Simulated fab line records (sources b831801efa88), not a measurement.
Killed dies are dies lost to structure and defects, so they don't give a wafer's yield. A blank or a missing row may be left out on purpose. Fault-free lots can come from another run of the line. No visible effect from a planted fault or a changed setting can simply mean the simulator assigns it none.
Which tool did it? / flow sky130 / 36 wafers from 12 lots sampled at 4 of the route's 708 steps

## WHAT EACH GAUGE READ, for each wafer
SKY_VIA2_THK_MEAS_01.
lot=L075; measured=day 35 07:59; on=film metro-02; VIA2_HDPCVD_THK (nm)=1171 1172 1194
lot=L077; measured=day 36 05:29; on=film metro-02; VIA2_HDPCVD_THK (nm)=1185 1169 1166
lot=L080; measured=day 37 02:04; on=film metro-03; VIA2_HDPCVD_THK (nm)=1190 1186 1196
lot=L081; measured=day 38 04:40; on=film metro-01; VIA2_HDPCVD_THK (nm)=1175 1171 1150
lot=L083; measured=day 38 06:16; on=film metro-01; VIA2_HDPCVD_THK (nm)=1171 1182 1184
lot=L085; measured=day 39 00:51; on=film metro-03; VIA2_HDPCVD_THK (nm)=1196 1184 1175
lot=L087; measured=day 39 12:56; on=film metro-01; VIA2_HDPCVD_THK (nm)=1189 1192 1193
lot=L089; measured=day 39 22:11; on=film metro-03; VIA2_HDPCVD_THK (nm)=1163 1167 1181
lot=L091; measured=day 40 11:37; on=film metro-03; VIA2_HDPCVD_THK (nm)=1151 1170 1161
lot=L093; measured=day 41 03:49; on=film metro-03; VIA2_HDPCVD_THK (nm)=1190 1190 1193
lot=L095; measured=day 41 09:36; on=film metro-02; VIA2_HDPCVD_THK (nm)=1184 1187 1183
lot=L097; measured=day 42 02:58; on=film metro-02; VIA2_HDPCVD_THK (nm)=1160 1177 1177

## EACH LOT AND THE TOOL THAT RAN IT (in order: tool; ch and the chambers of the sampled wafers; start)
lot=L075; SKY_METAL1_DESCUM_17=rie metal-01 ch 0,1, day 32 22:27; SKY_VIA1_ETCH_14=rie diel-04 ch 2,3, day 34 02:31; SKY_METAL2_SPUTTER_04=pvd sputter-02, day 34 04:16
lot=L077; SKY_METAL1_DESCUM_17=rie metal-04 ch 0,1, day 33 20:49; SKY_VIA1_ETCH_14=rie diel-02 ch 0,1,2, day 35 00:13; SKY_METAL2_SPUTTER_04=pvd sputter-04, day 35 01:43
lot=L080; SKY_METAL1_DESCUM_17=rie metal-01 ch 0, day 34 17:18; SKY_VIA1_ETCH_14=rie diel-04 ch 1,3, day 35 21:25; SKY_METAL2_SPUTTER_04=pvd sputter-04, day 35 22:52
lot=L081; SKY_METAL1_DESCUM_17=rie metal-01 ch 0,1, day 35 19:08; SKY_VIA1_ETCH_14=rie diel-04 ch 2,3, day 36 23:10; SKY_METAL2_SPUTTER_04=pvd sputter-03, day 37 01:00
lot=L083; SKY_METAL1_DESCUM_17=rie metal-02 ch 1, day 35 21:39; SKY_VIA1_ETCH_14=rie diel-04 ch 0,3, day 37 01:16; SKY_METAL2_SPUTTER_04=pvd sputter-03, day 37 02:40
lot=L085; SKY_METAL1_DESCUM_17=rie metal-04 ch 0,1, day 36 17:17; SKY_VIA1_ETCH_14=rie diel-04 ch 0,1,2, day 37 20:35; SKY_METAL2_SPUTTER_04=pvd sputter-03, day 37 22:01
lot=L087; SKY_METAL1_DESCUM_17=rie metal-02 ch 0,1, day 37 06:05; SKY_VIA1_ETCH_14=rie diel-01 ch 1,3, day 38 09:22; SKY_METAL2_SPUTTER_04=pvd sputter-03, day 38 11:07
lot=L089; SKY_METAL1_DESCUM_17=rie metal-04 ch 0,1, day 37 16:22; SKY_VIA1_ETCH_14=rie diel-04 ch 1,2,3, day 38 19:16; SKY_METAL2_SPUTTER_04=pvd sputter-03, day 38 20:40
lot=L091; SKY_METAL1_DESCUM_17=rie metal-02 ch 0,1, day 38 06:33; SKY_VIA1_ETCH_14=rie diel-04 ch 0,3, day 39 08:34; SKY_METAL2_SPUTTER_04=pvd sputter-03, day 39 10:05
lot=L093; SKY_METAL1_DESCUM_17=rie metal-02 ch 0,1, day 38 22:46; SKY_VIA1_ETCH_14=rie diel-04 ch 0,1,3, day 40 00:53; SKY_METAL2_SPUTTER_04=pvd sputter-03, day 40 02:21
lot=L095; SKY_METAL1_DESCUM_17=rie metal-01 ch 0,1, day 39 05:44; SKY_VIA1_ETCH_14=rie diel-04 ch 0,1, day 40 06:55; SKY_METAL2_SPUTTER_04=pvd sputter-02, day 40 08:22
lot=L097; SKY_METAL1_DESCUM_17=rie metal-02 ch 0,1, day 39 21:59; SKY_VIA1_ETCH_14=rie diel-02 ch 1,3, day 41 00:07; SKY_METAL2_SPUTTER_04=pvd sputter-03, day 41 01:31
- SKY_METAL1_DESCUM_17: chemistry O2, time 8 s.
- SKY_VIA1_ETCH_14: etches BARC in N2/H2, stops on SiO2, time 45.9 s, target depth 60 nm.
- SKY_METAL2_SPUTTER_04: material TiN, target thk 70 nm, time 58.3 s.

## THE ANSWER, worked out from the rows above alone
Rule: what is usual is taken from the lots themselves. Put in order of their means at a reading, lots are off if they are a third of the lots or fewer, leave a main group of 4 or more, and stand apart from it by a gap of 3 or more times the standard deviation of the main group's means; of several such gaps the widest counts. If all means in a main group match to the digits the tables above print for the reading, that group is not used. Also off: a lot with no number at a reading for which 4 or more lots have one. All remaining lots with rows at the step are treated as sound.
None of the lots is off at any reading shown; this tells nothing.

## WHAT WAS PUT IN BY THE SIMULATOR
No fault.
